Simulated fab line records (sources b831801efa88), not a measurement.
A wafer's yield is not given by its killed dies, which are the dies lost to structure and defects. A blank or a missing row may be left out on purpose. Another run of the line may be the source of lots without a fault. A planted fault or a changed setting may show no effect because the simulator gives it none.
Matching of chambers :: flow sky130 :: SKY_FIELD_ISO_ETCH_14 on rie_diel-04: 4 sister chambers
The step etches BARC in N2/H2, stops on SiO2, time 45.9 s, target depth 60 nm. 8 wafers are shown with their chamber, then 8 later ones without.

== WAFERS PAIRED WITH THEIR CHAMBERS ==
wafer: L078.4
chamber: 1
bias_w (W): 100.1
oes_product_au (a.u.): 0.855

wafer: L090.1
chamber: 2
bias_w (W): 99.8
oes_product_au (a.u.): 0.849

wafer: L090.3
chamber: 3
bias_w (W): 100.1
oes_product_au (a.u.): 0.852

wafer: L090.4
chamber: 0
bias_w (W): 100.5
oes_product_au (a.u.): 0.850

wafer: L092.2
chamber: 0
bias_w (W): 99.7
oes_product_au (a.u.): 0.858

wafer: L092.3
chamber: 3
bias_w (W): 100.3
oes_product_au (a.u.): 0.857

wafer: L092.4
chamber: 2
bias_w (W): 99.4
oes_product_au (a.u.): 0.853

wafer: L093.1
chamber: 1
bias_w (W): 100.2
oes_product_au (a.u.): 0.858

== WAFERS WITHOUT THEIR CHAMBER ==
wafer: L093.2
bias_w (W): 100.1
oes_product_au (a.u.): 0.845

wafer: L093.5
bias_w (W): 99.9
oes_product_au (a.u.): 0.851

wafer: L095.3
bias_w (W): 100.2
oes_product_au (a.u.): 0.850

wafer: L095.4
bias_w (W): 99.2
oes_product_au (a.u.): 0.847

wafer: L095.6
bias_w (W): 100.0
oes_product_au (a.u.): 0.858

wafer: L097.4
bias_w (W): 99.6
oes_product_au (a.u.): 0.863

wafer: L097.5
bias_w (W): 100.0
oes_product_au (a.u.): 0.851

wafer: L097.6
bias_w (W): 100.1
oes_product_au (a.u.): 0.866

== CHAMBER TAKEN BY EACH ==
wafer: L093.2
from the rows above: can't be placed: 2 or 0 or 3 or 1
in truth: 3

wafer: L093.5
from the rows above: can't be placed: 2 or 0 or 3 or 1
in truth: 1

wafer: L095.3
from the rows above: can't be placed: 0 or 3 or 1 or 2
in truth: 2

wafer: L095.4
from the rows above: can't be placed: 2 or 0
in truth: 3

wafer: L095.6
from the rows above: can't be placed: 1 or 0 or 3 or 2
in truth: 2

wafer: L097.4
from the rows above: can't be placed: 1 or 0 or 3 or 2
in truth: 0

wafer: L097.5
from the rows above: can't be placed: 0 or 3 or 2 or 1
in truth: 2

wafer: L097.6
from the rows above: can't be placed: 1 or 3 or 0 or 2
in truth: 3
Correct placement for 0 of the 8. These rows do not allow placing 8 (true chamber among the candidates in 7). 0 placed wrongly.
How it was worked out, from the rows above alone: a wafer's distance from a chamber is the root of the sum, over the readings, of the square of ((its reading less the chamber's mean) divided by the reading's scatter). The wafer belongs to the nearest chamber; if the next one is less than 2 further off, it can't be placed. A chamber's mean is the mean of its shown wafers. The scatter: take each reading less its chamber's mean, square it, sum over the shown wafers, divide by the number of wafers less the number of chambers, and take the root.
